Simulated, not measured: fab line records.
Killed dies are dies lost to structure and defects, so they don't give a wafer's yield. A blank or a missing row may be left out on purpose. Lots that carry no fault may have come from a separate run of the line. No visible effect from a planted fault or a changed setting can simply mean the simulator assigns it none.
A struck lot beside a sound one | flow sky130 | 43 steps out of a route of 708
Sound: the wafers L221.2, L221.5, L221.6. Struck: wafers L237.1, L237.4, L237.6. The cause is given at the end.
Each step with rows lists, per side, the tool, then ch with its chambers, then its first start. Under that, the readings that differ: sound wafers | struck wafers | difference of the means | sigmas: that difference in standard deviations of wafers without a fault.
alike: same words and numbers on both sides, and readings whose means sit less than 2 such deviations apart. not compared: any withheld reading, any reading some wafer has no value for, any bound like >300 that may hide the same value, and any number with overlapping values for which the record gives no deviation.
The two part at a step that has a row with sigmas, a row that says differs or no value, or rows on one side only. Numbers that don't overlap but have no deviation are shown without sigmas and don't part them. Lack of a reading on every wafer of one side parts them only where that side has two or more wafers.

SKY_METAL5_RS_MEAS_05: measurement is done with a four-point probe.
  sound on film metro-04 at day 44 19:10; struck on film metro-04 at day 48 10:50
  alike: METAL5_ALCU_RS
SKY_METAL5_THK_MEAS_06: measures by xrf.
  sound on film metro-04 at day 44 19:16; struck on film metro-04 at day 48 10:57
  alike: METAL5_ALCU_THK
then, 8 steps without rows for these wafers: SKY_METAL5_DEHYDRATE_07 (time 60 s); SKY_METAL5_HMDS_08 (prime time 60 s); SKY_METAL5_COAT_09 (resist thk 1800 nm); SKY_METAL5_SOFTBAKE_10 (time 60 s); SKY_METAL5_EXPOSE_11 (exposes mask MM5, target cd 1600 nm); SKY_METAL5_PEB_12; SKY_METAL5_DEVELOP_13 (develop time 60 s); SKY_METAL5_DESCUM_14 (chemistry O2, time 11 s).
SKY_METAL5_METAL_ETCH_15: etches the open film in Cl2/BCl3, stops on SiO2, target depth 1260 nm, time 252 s.
  sound on rie metal-02 ch 0,1, day 45 17:04; struck on rie metal-01 ch 0,1, day 49 05:19
  alike: drypump motor current A, he backside leak sccm, oes product au, throttle valve pct
  not compared: rf hours counter h
then, 1 step without rows for these wafers: SKY_METAL5_STRIP_16 (strips in O2/N2).
SKY_METAL5_STRIP_17: strips in post etch residue remover, time 1200 s.
  sound on wet bench-02 ch 2, day 45 17:24; struck on wet bench-02 ch 2, day 49 05:39
then, 3 steps without rows for these wafers: SKY_METAL5_CLEAN_18 (cleans in IPA, time 180 s); SKY_METAL5_CLEAN_19 (cleans in O3/DIW); SKY_PASSIVATION_CVD_00 (deposits SiO2, target thk 90 nm).
SKY_PASSIVATION_THK_MEAS_01:
  sound on film metro-03 at day 45 17:57; struck on film metro-04 at day 49 06:12
  alike: PASSIVATION_CVD_00_THK
SKY_PASSIVATION_CVD_02: deposits Si3N4, target thk 540 nm.
  sound on pecvd-03 ch 0,1,2, day 45 18:00; struck on pecvd-04 ch 0,1,2, day 49 06:16
  alike: heater power w, susceptor temp C
SKY_PASSIVATION_THK_MEAS_03:
  sound on film metro-01 at day 45 18:18; struck on film metro-01 at day 49 06:29
  alike: PASSIVATION_CVD_02_THK
then, 8 steps without rows for these wafers: SKY_PASSIVATION_DEHYDRATE_04 (time 60 s); SKY_PASSIVATION_HMDS_05 (prime time 60 s); SKY_PASSIVATION_COAT_06 (resist thk 3000 nm); SKY_PASSIVATION_SOFTBAKE_07; SKY_PASSIVATION_EXPOSE_08 (exposes mask NSM, target cd 3000 nm); SKY_PASSIVATION_PEB_09; SKY_PASSIVATION_DEVELOP_10 (develop time 60 s); SKY_PASSIVATION_ETCH_11 (etches the open film in CF4/O2, stops on AlCu, target depth 725 nm, time 161.1 s).
SKY_PASSIVATION_STRIP_12: strips in O2/N2.
  sound on plasma asher-01 ch 0,1, day 46 15:44; struck on plasma asher-04 ch 0,1, day 49 23:29
  alike: drypump motor current A, oes product au, strip time to endpoint s
  not compared: rf hours counter h
then, 7 steps without rows for these wafers: SKY_PAD_OPEN_DEHYDRATE_00 (time 60 s); SKY_PAD_OPEN_HMDS_01 (prime time 62.92 s); SKY_PAD_OPEN_COAT_02 (resist thk 3000 nm); SKY_PAD_OPEN_SOFTBAKE_03; SKY_PAD_OPEN_EXPOSE_04 (exposes mask PDM, target cd 60000 nm); SKY_PAD_OPEN_PEB_05; SKY_PAD_OPEN_DEVELOP_06 (develop time 60 s).
SKY_PAD_OPEN_ETCH_07: etches the open film in CF4/O2, stops on AlCu, target depth 725 nm, time 161.1 s.
  sound on rie diel-03 ch 0,1,2, day 47 11:55; struck on rie diel-02 ch 0,1,2, day 50 15:04
  alike: drypump motor current A, oes product au, throttle valve pct
  not compared: rf hours counter h
SKY_PAD_OPEN_STRIP_08: strips in O2/N2.
  sound on plasma asher-04 ch 0,1, day 47 12:01; struck on plasma asher-03 ch 0,1, day 50 15:10
  alike: drypump motor current A, oes product au, strip time to endpoint s
  not compared: rf hours counter h
then, 4 steps without rows for these wafers: SKY_PAD_OPEN_STRIP_09 (strips in post etch residue remover, time 1200 s); SKY_PAD_OPEN_CLEAN_10 (cleans in IPA, time 180 s); SKY_PAD_OPEN_CLEAN_11 (cleans in O3/DIW); SKY_PAD_OPEN_ANNEAL_12.
SKY_PAD_OPEN_BOW_MEAS_13:
  sound on film metro-04 at day 47 14:08; struck on film metro-01 at day 50 17:41
  alike: PAD_OPEN_BOW
SKY_PAD_OPEN_PROBE_99:
  sound on prober-02 at day 47 14:17; struck on prober-02 at day 50 17:49
  reading                               | sound             | struck            | difference | sigmas
  defect limited yield (%)              | 82.5 85.8 85.4    | 76.8 76.0 77.6    | -7.8       | -4
  killed_at_M4_up                       | 2 6 3             | 38 35 41          | +34        | +21
  killed dies                           | 86 70 72          | 114 118 110       | +38        | +4
  sort_bin_3_pad_short (%)              | 1.2 1.2 0.2       | 1.4 2.8 2.6       | +1.4       | +3
  sort_bin_5_function (%)               | 10.4 6.1 7.9      | 16.7 14.2 13.8    | +6.8       | +5
  sort n pass                           | 406 422 420       | 378 374 382       | -38        | -4
  sort yield pct (%)                    | 82.5 85.8 85.4    | 76.8 76.0 77.6    | -7.8       | -4
  model.etest.tester.sort n pass        | 406 422 420       | 378 374 382       | -38        |
  model.etest.tester.sort yield pct (%) | 82.52 85.77 85.37 | 76.83 76.02 77.64 | -7.72      |
  model.etest.tester.sort_bin_5_pct (%) | 10.37 6.098 7.927 | 16.67 14.23 13.82 | +6.78      |
  model.etest.tester.sort_bin_3_pct (%) | 1.22 1.22 0.2033  | 1.423 2.846 2.642 | +1.423     |
  alike: killed_at_M0_to_M3, killed at contacts, killed at front end, killed at other, killed on rim, killed open, killed short, sort_bin_6_memory

== WHERE THEY PART ==
Only at SKY_PAD_OPEN_PROBE_99, within this record.

WHY: what the simulator had put in
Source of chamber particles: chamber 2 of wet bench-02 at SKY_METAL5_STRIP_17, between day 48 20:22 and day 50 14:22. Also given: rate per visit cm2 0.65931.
